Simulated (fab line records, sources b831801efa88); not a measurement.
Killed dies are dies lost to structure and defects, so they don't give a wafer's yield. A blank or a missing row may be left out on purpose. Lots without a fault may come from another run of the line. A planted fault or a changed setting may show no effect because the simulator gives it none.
Which tool did it? | flow sky130 | 13 lots, 39 wafers sampled, at 2 steps of a route of 708

WHAT THE GAUGES READ, wafer by wafer
SKY_LDD_HVN_OVL_MEAS_07. Usual: LDD_HVN_OVL 1.0 nm, standard deviation 1.3.
lot  | measured     | on         | LDD_HVN_OVL (nm) | flag
L250 | day 19 23:07 | overlay-02 | 2.1 1.1 1.7      |
L251 | day 20 11:36 | overlay-01 | 0.1 0.2 0.3      |
L252 | day 21 01:15 | overlay-01 | 1.9 1.4 0.2      |
L256 | day 23 05:48 | overlay-01 | 1.7 0.9 2.0      |
L259 | day 23 19:52 | overlay-02 | 0.1 0.6 0.7      |
L261 | day 25 07:49 | overlay-02 | 0.4 -1.4 0.9     |
L260 | day 25 08:43 | overlay-01 | 0.7 0.0 1.8      |
L263 | day 25 13:21 | overlay-02 | 0.4 1.7 -0.3     |
L264 | day 25 14:01 | overlay-01 | 2.2 4.2 2.7      |
L265 | day 25 18:12 | overlay-02 | 0.7 2.0 0.8      |
L269 | day 27 16:36 | overlay-02 | 0.7 3.0 1.1      |
L272 | day 28 07:25 | overlay-01 | 0.5 0.8 0.9      |
L273 | day 28 11:46 | overlay-01 | -1.3 -1.5 -0.7   |

SKY_LOCAL_INTERCONNECT_CD_MEAS_11: target cd 170 nm. Usual: cd_nm 170.3 nm, standard deviation 1.3.
lot  | measured     | on        | cd_nm (nm)        | flag
L250 | day 30 02:49 | cd_sem-01 | 171.1 170.5 171.1 |
L251 | day 30 13:27 | cd_sem-02 | 171.1 172.0 169.8 |
L252 | day 31 01:00 | cd_sem-01 | 171.6 171.4 169.1 |
L256 | day 32 22:46 | cd_sem-01 | 170.6 169.6 169.5 |
L259 | day 33 11:37 | cd_sem-02 | 173.6 172.1 170.5 |
L261 | day 34 20:52 | cd_sem-02 | 171.4 168.9 170.4 |
L260 | day 34 23:31 | cd_sem-01 | 170.1 171.4 171.2 |
L263 | day 35 01:39 | cd_sem-02 | 171.0 170.0 169.4 |
L264 | day 35 01:46 | cd_sem-01 | 170.8 170.8 171.8 |
L265 | day 35 04:36 | cd_sem-01 | 172.2 172.1 172.4 |
L269 | day 37 01:54 | cd_sem-02 | 169.6 169.1 167.4 |
L272 | day 37 16:01 | cd_sem-02 | 169.0 170.7 168.1 |
L273 | day 37 18:16 | cd_sem-02 | 170.9 169.9 170.2 |

WHICH TOOL RAN EACH LOT (tool, then ch and the chambers of the sampled wafers, then the start)
The record holds no process step before these readings.

WHAT THE TOOLS THEMSELVES READ (means of the sampled wafers that have a number; where no wafer has one, the mark that the record gives instead)
The record holds no such reading with a usual standard deviation.

THE ANSWER, worked out from the rows above alone
Rule: a lot is off if the mean of its wafers that have a number lies more than 3 standard deviations from the usual mean. A lot without any number at a reading at which 4 lots or more have one is off too. The other lots that the step has rows for count as sound. The gauges are gone through in route order, then the tools' own readings, and for those a lot's mean is taken as printed above. The first step at which some lot is off is used, and at that step the reading that is off furthest; a lot without a number counts as furthest.
No lot is off at any reading shown: from this, nothing can be told.

WHAT THE SIMULATOR HAD PUT IN
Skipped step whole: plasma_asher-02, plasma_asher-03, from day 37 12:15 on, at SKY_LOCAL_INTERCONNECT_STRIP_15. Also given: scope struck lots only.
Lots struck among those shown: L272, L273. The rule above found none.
